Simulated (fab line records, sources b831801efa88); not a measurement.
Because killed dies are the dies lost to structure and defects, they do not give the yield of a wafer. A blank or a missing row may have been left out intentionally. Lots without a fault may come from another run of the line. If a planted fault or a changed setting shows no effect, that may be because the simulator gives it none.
What tool caused it?    flow sky130    14 lots with 42 wafers sampled at 2 steps, on a route of 708 steps

WHAT THE GAUGES READ, wafer by wafer
SKY_VIA1_THK_MEAS_01.
lot   measured      on             VIA1_HDPCVD_THK (nm)
L754  day 32 17:07  film_metro-02  1037 1038 1039
L755  day 33 12:31  film_metro-02  1018 1022 1023
L757  day 33 17:29  film_metro-03  1021 1037 1020
L758  day 34 05:28  film_metro-03  1022 1020 1030
L759  day 34 08:43  film_metro-03  1014 1014 1030
L760  day 34 20:24  film_metro-01  1032 1034 1033
L762  day 35 02:28  film_metro-01  1027 1036 1029
L761  day 35 05:50  film_metro-02  1040 1044 1024
L764  day 35 22:07  film_metro-03  1040 1030 1035
L765  day 38 23:03  film_metro-01  1038 1029 1026
L766  day 38 23:49  film_metro-02  1032 1044 1024
L774  day 39 04:49  film_metro-01  364 1014 356
L775  day 39 06:07  film_metro-03  371 1041 1025
L776  day 39 10:04  film_metro-03  1041 1038 1035

WHAT TOOL EACH LOT RAN ON (gives the tool, then ch and the chambers of the sampled wafers, and finally the start)
lot   SKY_VIA1_HDPCVD_00
L754  hdpcvd-01 ch 1,2, day 32 17:00
L755  hdpcvd-01 ch 0,1,2, day 33 12:24
L757  hdpcvd-01 ch 0,1, day 33 17:23
L758  hdpcvd-02 ch 1,2, day 34 05:20
L759  hdpcvd-01 ch 0,1,2, day 34 08:36
L760  hdpcvd-01 ch 1,2, day 34 20:16
L762  hdpcvd-01 ch 0,1, day 35 02:22
L761  hdpcvd-01 ch 0,1,2, day 35 05:44
L764  hdpcvd-02 ch 1,2, day 35 22:00
L765  hdpcvd-01 ch 0,2, day 38 22:56
L766  hdpcvd-02 ch 0,1,2, day 38 23:42
L774  hdpcvd-02 ch 0,2, day 39 04:42
L775  hdpcvd-02 ch 0,1,2, day 39 06:01
L776  hdpcvd-01 ch 1,2, day 39 09:56
- SKY_VIA1_HDPCVD_00: deposits SiO2, target thk 1030 nm, time 171.7 s.

AS READ BY THE TOOLS THEMSELVES (means over the sampled wafers that have a number; for cases with no such wafer, the mark the record gives instead)
The record holds no such reading with a usual standard deviation.

THE ANSWER, worked out from the rows above alone
Rule: what is usual is taken from the lots themselves. Put in order of their means at a reading, lots are off if they are a third of the lots or fewer, leave a main group of 4 or more, and stand apart from it by a gap of 3 or more times the standard deviation of the main group's means; of several such gaps the widest counts. A main group is skipped when, at the precision printed for the reading in the tables above, its means are all equal. A lot without any number at a reading at which 4 lots or more have one is off too. All remaining lots with rows at the step are treated as sound. First the gauges in route order, then the tools' own readings, where a lot's mean is used as printed above. At the first step where some lot is off, the reading lying furthest off is the one used; lots without a number count as furthest.
Off: L774, L775, seen at SKY_VIA1_THK_MEAS_01 (VIA1_HDPCVD_THK). The main group has a mean of 1030 nm with a standard deviation of 6.2.
A tool fits if, at a process step before that reading, it ran every lot that is off, and no sound lot after the first of them. Those tools and the gauges at SKY_VIA1_THK_MEAS_01 are tried in the same way. One fits: SKY_VIA1_HDPCVD_00 on hdpcvd-02. Its last sound lot is L766 (day 38 23:42), its first lot that is off L774 (day 39 04:42): a fault that began between those two fits.

WHAT THE SIMULATOR HAD INSERTED
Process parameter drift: hdpcvd-02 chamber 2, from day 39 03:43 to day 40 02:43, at SKY_VIA1_HDPCVD_00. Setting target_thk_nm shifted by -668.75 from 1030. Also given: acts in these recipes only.
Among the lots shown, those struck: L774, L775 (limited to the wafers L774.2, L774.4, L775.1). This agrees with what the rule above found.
